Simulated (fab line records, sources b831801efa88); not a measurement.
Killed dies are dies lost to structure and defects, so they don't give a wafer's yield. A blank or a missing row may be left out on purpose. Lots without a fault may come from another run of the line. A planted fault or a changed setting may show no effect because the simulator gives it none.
One fault seen from 2 desks | flow sky130 | each desk has only its own numbers; what lay behind them comes last

THE TOOL OWNER'S DESK: lpcvd-01
The tool's own readings at SKY_POLY_GATE_CVD_00 (deposits poly-Si, target thk 180 nm, time 720 s): means of the sampled wafers that have a number, for each lot that ran on this tool. A lot is out of limits, marked OUT, if its mean lies more than 4 standard deviations from the usual mean; the brackets give that distance.
Columns: A = spike_tc_bottom_C at SKY_POLY_GATE_CVD_00, usual 642.0 C; B = spike_tc_centre_C at SKY_POLY_GATE_CVD_00, usual 622.2 C; C = spike_tc_lower_C at SKY_POLY_GATE_CVD_00, usual 619.9 C; D = spike_tc_top_C at SKY_POLY_GATE_CVD_00, usual 634.8 C; E = spike_tc_upper_C at SKY_POLY_GATE_CVD_00, usual 620.9 C
lot  | first seen here | A                | B                | C               | D                | E
L605 | day 14 07:53    | 640.7            | 620.5            | 619.3           | 635.2            | 621.6
L606 | day 15 01:45    | 643.7            | 622.6            | 621.1           | 636.0            | 620.6
L609 | day 15 11:21    | 644.3            | 623.0            | 620.0           | 635.5            | 620.2
L610 | day 15 19:24    | 643.8            | 622.6            | 620.6           | 636.2            | 620.0
L614 | day 17 04:53    | 633.7 (-4.2) OUT | 612.0 (-9.3) OUT | 608.4 (-12) OUT | 625.0 (-7.0) OUT | 609.9 (-11) OUT
L615 | day 17 14:10    | 629.7 (-6.2) OUT | 611.0 (-10) OUT  | 609.0 (-11) OUT | 623.7 (-7.9) OUT | 610.5 (-10) OUT
L616 | day 18 00:05    | 630.3 (-5.9) OUT | 611.6 (-9.7) OUT | 608.0 (-12) OUT | 623.3 (-8.2) OUT | 610.3 (-11) OUT
L623 | day 20 12:56    | 643.5            | 623.8            | 620.6           | 636.3            | 620.1
L624 | day 20 19:54    | 640.6            | 622.0            | 619.0           | 634.4            | 622.0
L625 | day 20 23:14    | 644.5            | 623.2            | 620.3           | 636.6            | 619.7
L627 | day 21 12:08    | 639.7            | 622.6            | 619.6           | 634.0            | 621.4
This desk's finding: out of limits on L614, L615, L616; first on L614, day 17 04:53 (spike_tc_bottom_C at SKY_POLY_GATE_CVD_00). In limits: L605, L606, L609, L610, L623, L624, L625, L627.

THE METROLOGY DESK
What the gauges read, lot by lot, whatever tool the lot ran on: means of the sampled wafers that have a number. A lot is out of limits, marked OUT, if its mean lies more than 4 standard deviations from the usual mean; the brackets give that distance.
Columns: A = POLY_GATE_CVD_00_THK at SKY_POLY_GATE_THK_MEAS_01, usual 179.6 nm; B = METAL3_OVL at SKY_METAL3_OVL_MEAS_14, usual 1 nm
lot  | first seen here | A               | B
L605 | day 14 09:05    | 179.0           | 4
L606 | day 15 02:58    | 177.9           | -4
L609 | day 15 12:34    | 177.4           | 8
L610 | day 15 20:37    | 179.4           | -2
L614 | day 17 06:07    | 142.5 (-21) OUT | -8
L615 | day 17 15:23    | 140.2 (-22) OUT | 5
L616 | day 18 01:18    | 137.5 (-23) OUT | 5
L623 | day 20 14:10    | 178.5           | 5
L624 | day 20 21:06    | 180.6           | 7
L625 | day 21 00:26    | 179.0           | 9
L627 | day 21 13:57    | 177.5           | -0
This desk's finding: out of limits on L614, L615, L616; first on L614, day 17 06:07 (POLY_GATE_CVD_00_THK at SKY_POLY_GATE_THK_MEAS_01). In limits: L605, L606, L609, L610, L623, L624, L625, L627.

PUT TOGETHER
The tool owner's desk could have raised an alarm at day 17 04:53, on L614, L615, L616.
The metrology desk could have raised an alarm at day 17 06:07, on L614, L615, L616.
Of the lots named, all ran SKY_POLY_GATE_CVD_00 on lpcvd-01.

WHAT THE SIMULATOR HAD PUT IN
Process parameter drift: lpcvd-01, from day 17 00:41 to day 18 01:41, at SKY_POLY_GATE_CVD_00. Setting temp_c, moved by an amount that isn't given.
Lots struck among those shown: L614, L615, L616.
Hours from the fault's start to each desk's first reading out of limits: the tool owner's desk, 4; the metrology desk, 5.
